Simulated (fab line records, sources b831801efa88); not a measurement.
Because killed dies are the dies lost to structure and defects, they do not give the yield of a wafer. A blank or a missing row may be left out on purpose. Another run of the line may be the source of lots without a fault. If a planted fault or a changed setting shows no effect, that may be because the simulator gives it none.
Check for tools in common    flow gf180mcu    Lots sampled 14, wafers sampled 42

## REASON FOR OPENING
Flagged at GF_POLY_GATE_CD_MEAS_10: reading cdNm, on 2 of 14 lots. Wafers without a fault read 280.4 nm, standard deviation 1.3.
Rule: a lot is flagged in two cases, either no wafer of it has a number, or all its wafers with numbers fall more than 4 standard deviations from that mean. The rest of the lots are taken to be sound.

lot   measured      on        cdNm (nm), wafer by wafer  flag
L234  day 9 04:35   cdSem-02  280.3 281.0 279.3          
L235  day 9 11:24   cdSem-02  282.2 282.6 281.6          
L236  day 10 02:01  cdSem-02  280.1 279.7 279.8          
L240  day 11 04:17  cdSem-02  279.2 279.0 279.2          
L241  day 11 08:25  cdSem-02  277.8 279.6 278.9          
L242  day 11 13:10  cdSem-02  311.3 310.6 309.6          FLAGGED
L244  day 12 06:36  cdSem-02  310.8 308.7 309.5          FLAGGED
L247  day 13 02:18  cdSem-01  281.8 280.5 280.2          
L251  day 14 08:34  cdSem-02  280.4 280.6 280.4          
L252  day 14 18:48  cdSem-02  279.0 277.8 278.5          
L253  day 15 04:09  cdSem-02  280.3 280.4 280.4          
L255  day 15 12:59  cdSem-02  282.2 281.1 280.8          
L256  day 16 03:11  cdSem-01  277.1 277.6 277.0          
L257  day 16 12:56  cdSem-01  280.2 281.7 280.7          
The mean of the flagged lots' numbers is 310.1 nm, +29.7 nm from the usual (+23 standard deviations).

## EACH LOT AND THE TOOL IT RAN ON
The record keeps 1 process step preceding the reading, out of 602 steps on the route. In each cell: the tool, then ch and the chambers that the sampled wafers went through, then the start.
lot   flag     GF_POLY_GATE_SOFTBAKE_06
L234           lithoTrack-04 ch 0, day 8 20:00
L235           lithoTrack-03 ch 0, day 9 02:00
L236           lithoTrack-01 ch 0, day 9 17:00
L240           lithoTrack-04 ch 0, day 10 18:00
L241           lithoTrack-01 ch 0, day 10 22:00
L242  FLAGGED  lithoTrack-01 ch 0, day 11 04:00
L244  FLAGGED  lithoTrack-01 ch 0, day 11 20:00
L247           lithoTrack-04 ch 0, day 12 15:00
L251           lithoTrack-03 ch 0, day 13 22:00
L252           lithoTrack-01 ch 0, day 14 08:00
L253           lithoTrack-04 ch 0, day 14 16:00
L255           lithoTrack-03 ch 0, day 15 02:00
L256           lithoTrack-03 ch 0, day 15 16:00
L257           lithoTrack-03 ch 0, day 16 01:00
What the steps here do:
- GF_POLY_GATE_SOFTBAKE_06: time 60 s.
- GF_POLY_GATE_CD_MEAS_10: target cd 280 nm.

## FLAGGED AGAINST TOTAL, ONE TOOL AT A TIME (gauges that did the reading follow at the end)
step                      tool           lots run  flagged  share of the flagged lots  sound lots run after its first flagged lot
GF_POLY_GATE_SOFTBAKE_06  lithoTrack-01  5         2        all                        1 (L252)
GF_POLY_GATE_SOFTBAKE_06  lithoTrack-03  5         0        none                       -
GF_POLY_GATE_SOFTBAKE_06  lithoTrack-04  4         0        none                       -
GF_POLY_GATE_CD_MEAS_10   cdSem-01       3         0        none                       -
GF_POLY_GATE_CD_MEAS_10   cdSem-02       11        2        all                        4 (L251,L252,L253,L255)

## THE TABLE: WHAT IT ALLOWS
Table rows that saw every flagged lot: 2, namely lithoTrack-01 at GF_POLY_GATE_SOFTBAKE_06 and cdSem-02 at GF_POLY_GATE_CD_MEAS_10.
- lithoTrack-01 at GF_POLY_GATE_SOFTBAKE_06: 2 of its 5 lots flagged. Sound lots ran on it after the first flagged one (L252), which a lasting fault on the whole tool wouldn't allow. Its own readings (heaterPowerTotalW, plateTempC) fall more than 4 standard deviations out on all wafers of the flagged lots.
- cdSem-02 at GF_POLY_GATE_CD_MEAS_10: 2 of its 11 lots flagged. Sound lots ran on it after the first flagged one (L251, L252, L253, L255), which a lasting fault on the whole tool wouldn't allow.
None of the table's rows ran every flagged lot and, after the first, no sound lot.

## WHAT THE SIMULATOR HAD PUT IN
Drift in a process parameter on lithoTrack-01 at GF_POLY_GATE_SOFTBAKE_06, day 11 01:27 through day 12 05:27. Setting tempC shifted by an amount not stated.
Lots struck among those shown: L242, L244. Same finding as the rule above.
